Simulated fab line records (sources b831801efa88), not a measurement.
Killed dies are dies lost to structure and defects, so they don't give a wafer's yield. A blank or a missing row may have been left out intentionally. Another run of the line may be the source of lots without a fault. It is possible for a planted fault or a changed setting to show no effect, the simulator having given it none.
The tool behind it: which one?    flow gf180mcu    13 lots with 39 wafers sampled at 6 steps, on a route of 602 steps

== WHAT THE GAUGES READ, wafer by wafer ==
GF_VT_IMPLANT_OVL_MEAS_40.
lot   measured      on          VT_IMPLANT_03_OVL (nm)
L985  day 7 10:48   overlay-01  -0.7 -0.2 -0.6
L986  day 7 18:03   overlay-01  -1.5 -0.4 -0.6
L987  day 8 00:05   overlay-01  0.0 0.0 0.7
L989  day 8 12:28   overlay-01  3.0 1.2 0.3
L990  day 8 19:16   overlay-02  - - -
L991  day 9 02:13   overlay-02  0.5 -0.2 -0.5
L993  day 9 13:31   overlay-02  4.3 2.4 3.1
L999  day 11 12:29  overlay-01  0.5 1.2 0.4
L101  day 12 01:28  overlay-01  0.9 0.4 -0.2
L100  day 12 02:03  overlay-02  1.2 0.9 2.1
L102  day 12 08:57  overlay-01  0.1 0.2 -1.7
L105  day 13 02:18  overlay-02  1.9 1.1 2.2
L106  day 13 19:24  overlay-02  2.7 2.0 2.0

GF_VT_IMPLANT_TW_MEAS_43.
lot   measured      on             VT_IMPLANT_4_TW
L985  day 7 11:05   film_metro-04  688 692 692
L986  day 7 18:20   film_metro-04  688 688 685
L987  day 8 00:23   film_metro-03  693 694 696
L989  day 8 12:46   film_metro-03  694 693 696
L990  day 8 19:33   film_metro-02  30 30 30
L991  day 9 02:30   film_metro-03  695 697 697
L993  day 9 13:49   film_metro-02  692 691 692
L999  day 11 12:46  film_metro-04  698 703 701
L101  day 12 01:45  film_metro-03  695 694 696
L100  day 12 02:22  film_metro-02  687 683 690
L102  day 12 09:14  film_metro-02  687 688 691
L105  day 13 02:35  film_metro-02  694 695 701
L106  day 13 19:41  film_metro-03  695 699 698

GF_POLY_GATE_CD_MEAS_18.
lot   measured      on         cd_nm (nm)
L985  day 9 07:24   cd_sem-02  278.4 276.7 277.4
L986  day 9 11:26   cd_sem-02  283.4 282.5 280.2
L987  day 9 19:01   cd_sem-01  279.7 279.2 282.5
L989  day 10 07:52  cd_sem-01  278.9 283.2 280.7
L991  day 10 23:07  cd_sem-01  281.5 278.7 280.9
L993  day 11 09:26  cd_sem-01  280.6 276.9 283.8
L999  day 13 11:14  cd_sem-02  273.3 276.5 274.6
L101  day 14 01:41  cd_sem-01  280.2 278.8 279.5
L100  day 14 05:57  cd_sem-01  284.0 281.4 282.1
L102  day 14 10:31  cd_sem-01  275.4 277.4 277.5
L105  day 15 03:43  cd_sem-01  277.4 278.5 280.4
L106  day 15 23:32  cd_sem-01  280.1 278.6 279.0

GF_HV_LDD_OVL_MEAS_20.
lot   measured      on          HV_LDD_01_OVL (nm)
L985  day 10 18:28  overlay-02  0.2 -0.3 -0.4
L986  day 10 23:23  overlay-01  -0.8 0.5 -0.2
L987  day 11 07:04  overlay-01  -1.1 -0.6 -0.2
L989  day 11 21:25  overlay-01  -0.3 -0.3 -0.6
L991  day 12 12:40  overlay-02  1.8 1.7 1.4
L993  day 13 00:22  overlay-01  -0.5 0.4 0.5
L999  day 15 05:15  overlay-02  -0.5 -1.6 -1.9
L101  day 15 20:10  overlay-02  3.5 3.0 1.0
L100  day 16 02:00  overlay-02  1.4 0.3 1.0
L102  day 16 04:49  overlay-02  2.6 0.7 1.8
L105  day 17 00:44  overlay-01  0.1 1.0 1.3
L106  day 17 19:34  overlay-02  0.4 0.5 1.9

GF_HV_LDD_CD_MEAS_46: the cd target is 400 nm.
lot   measured      on         cd_nm (nm)
L985  day 12 08:52  cd_sem-02  401.2 402.4 402.9
L986  day 12 13:11  cd_sem-02  396.8 400.2 398.2
L987  day 12 21:47  cd_sem-01  402.9 401.6 403.1
L989  day 13 13:21  cd_sem-01  399.0 399.6 399.9
L991  day 14 05:40  cd_sem-02  399.4 401.3 399.6
L993  day 14 18:36  cd_sem-02  403.0 403.6 404.5
L999  day 17 02:09  cd_sem-02  402.0 402.0 403.6
L101  day 17 18:11  cd_sem-02  401.0 402.5 403.2
L100  day 17 23:08  cd_sem-02  399.2 400.2 398.6
L102  day 18 03:35  cd_sem-02  397.7 399.3 398.6
L105  day 18 23:19  cd_sem-01  399.4 401.8 399.6
L106  day 19 20:03  cd_sem-02  403.2 403.2 402.0

== WHICH TOOL RAN EACH LOT (tool, then ch and the chambers of the sampled wafers, then the start) ==
lot   GF_VT_IMPLANT_EXPOSE_37
L985  iline_stepper-01 ch 0, day 7 03:21
L986  iline_stepper-02 ch 0, day 7 10:37
L987  iline_stepper-01 ch 0, day 7 16:05
L989  iline_stepper-01 ch 0, day 8 04:49
L990  iline_stepper-01 ch 0, day 8 10:46
L991  iline_stepper-02 ch 0, day 8 17:51
L993  iline_stepper-01 ch 0, day 9 05:38
L999  iline_stepper-02 ch 0, day 11 04:02
L101  iline_stepper-02 ch 0, day 11 15:45
L100  iline_stepper-01 ch 0, day 11 16:25
L102  iline_stepper-02 ch 0, day 11 23:47
L105  iline_stepper-02 ch 0, day 12 16:55
L106  iline_stepper-01 ch 0, day 13 09:15
- GF_VT_IMPLANT_EXPOSE_37: exposes mask Nwell HV AREA, target cd 860 nm.

== WHAT THE TOOLS THEMSELVES READ (means of the sampled wafers that have a number; where no wafer has one, the mark that the record gives instead) ==
The record holds no such reading with a usual standard deviation.

== THE ANSWER, worked out from the rows above alone ==
Rule: the lots themselves supply what counts as usual. The widest of any qualifying gaps counts: lots, ordered by their means at a reading, are off when they make up no more than a third of the lots, leave a main group of 4 or more, and stand apart from it by 3 or more times the standard deviation of that group's means. A main group is skipped when, at the precision printed for the reading in the tables above, its means are all equal. Also off: a lot with no number at a reading for which 4 or more lots have one. Any other lot the step has rows for is counted as sound. Order of review: gauges by route order, followed by the tools' own readings, for which a lot's mean as printed above is used. At the first step where some lot is off, the reading lying furthest off is the one used; lots without a number count as furthest.
Off: L990, at GF_VT_IMPLANT_OVL_MEAS_40 (VT_IMPLANT_03_OVL). Without a number there: L990. The main group: mean 0.8 nm, standard deviation 1.2.
If a tool, at a process step before that reading, ran all the lots that are off and no sound lot after the first of them, it fits. The gauges at GF_VT_IMPLANT_OVL_MEAS_40 aren't tried: what is off there is off at GF_VT_IMPLANT_TW_MEAS_43 too, on other tools, and a gauge's error can't cause that. None of those tried fits.

== WHAT WAS PUT IN BY THE SIMULATOR ==
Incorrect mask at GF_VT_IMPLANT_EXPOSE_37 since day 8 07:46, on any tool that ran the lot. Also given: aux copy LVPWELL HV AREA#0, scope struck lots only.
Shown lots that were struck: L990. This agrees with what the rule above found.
